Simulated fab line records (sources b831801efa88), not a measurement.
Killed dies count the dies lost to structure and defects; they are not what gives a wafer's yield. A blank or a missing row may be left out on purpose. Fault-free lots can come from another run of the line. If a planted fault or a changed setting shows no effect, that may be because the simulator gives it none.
Problem report, 8D (eight disciplines) form, completed by code :: flow sky130 :: the parts of the form that need people (team, actions taken, sign-off) are left out

== 1. THE ISSUE ==
head pressure psi at SKY_CONTACT_CMP_04 reads a mean of 4.974 psi on 6 wafers of 2 lots; wafers without a fault read 4.000 psi with a standard deviation of 0.0086. That is +99 or more standard deviations from the usual mean.
The step: polishes SiO2.
The first sign was on wafer L524.1 at day 38 06:25, on cmp-01. The record holds 39 wafers of 13 lots with a number at this step. By rule, "out" or "out of limits" means more than 4 standard deviations away from the usual mean. All remaining wafers that have a number are taken as sound.

== 2. WHAT IT IS, WHAT IT ISN'T ==
question: which readings at this step
is: head pressure psi
is not: -

question: which lots
is: L524, L525
is not: L502, L503, L504, L507, L508, L509, L510, L511, L512, L514, L516

question: which wafers of those lots
is: all that have a number
is not: -

question: read on which tools
is: cmp-01
is not: cmp-02

question: when
is: from day 38 06:25
is not: up to then (33 sound wafers)

== 3. SUSPECTS, AND WHAT RULES EACH OUT ==
Counting: a tool at a process step up to the reading stays a suspect if it ran every lot that is out and no sound lot after the first of them.
- rie diel-02 at SKY_LI_CONTACT_ETCH_14 (etches BARC in N2/H2, stops on SiO2, time 45.9 s, target depth 60 nm): kept. It processed each lot that is out, first L524 at day 37 02:05, and no sound lot thereafter; up to then, the last sound lot it processed was L510 at day 31 18:56.
- pvd sputter-04 at SKY_LI_CONTACT_SPUTTER_20 (material TiN, target thk 20 nm, time 80 s): kept. It processed each lot that is out, first L524 at day 37 02:37, and no sound lot thereafter; up to then, the last sound lot it processed was L512 at day 32 15:15.
- cmp-01 at SKY_CONTACT_CMP_04 (polishes SiO2): kept. It processed each lot that is out, first L524 at day 38 06:25, and no sound lot thereafter; up to then, the last sound lot it processed was L514 at day 34 10:58. On those wafers its own readings are out: head pressure psi.
The count leaves rie diel-02 at SKY_LI_CONTACT_ETCH_14, pvd sputter-04 at SKY_LI_CONTACT_SPUTTER_20, and cmp-01 at SKY_CONTACT_CMP_04.

== 4. THE CAUSE (what the simulator had put in) ==
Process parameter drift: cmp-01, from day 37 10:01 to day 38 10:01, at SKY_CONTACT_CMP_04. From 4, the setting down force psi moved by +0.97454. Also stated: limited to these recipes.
3 suspects survive the count, and this tool is in that group.

== 5. SEQUENCE OF EFFECTS, ordered by route ==
One row per reading whose mean, taken over the struck wafers that have a number, lies over 3 standard deviations from the usual. Only readings whose record carries a usual standard deviation are examined. hours: median over the lots of the time between each lot's start at the first step of this table that gives one and its start at this step. sigmas: the change, counted in usual standard deviations.
hours: 0
step: SKY_CONTACT_CMP_04
reading: head pressure psi
usual: 4.000 psi
on struck wafers: 4.974
change: +0.974
sigmas: +99 or more

hours: 0
step: SKY_CONTACT_CMP_04
reading: time to endpoint s
usual: 83 s
on struck wafers: 68
change: -15
sigmas: -4.2
Its process steps:
- SKY_CONTACT_CMP_04: polishes SiO2.
Later steps that measure or inspect, where all struck wafers having a row at the step show a number for every such reading and not one has moved that far: SKY_CONTACT_CD_MEAS_14.

== 6. WHAT WOULD HAVE CAUGHT IT SOONER ==
The fault began at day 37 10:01; the first out-of-limits reading in this record came at day 38 06:25, 20 hours later.
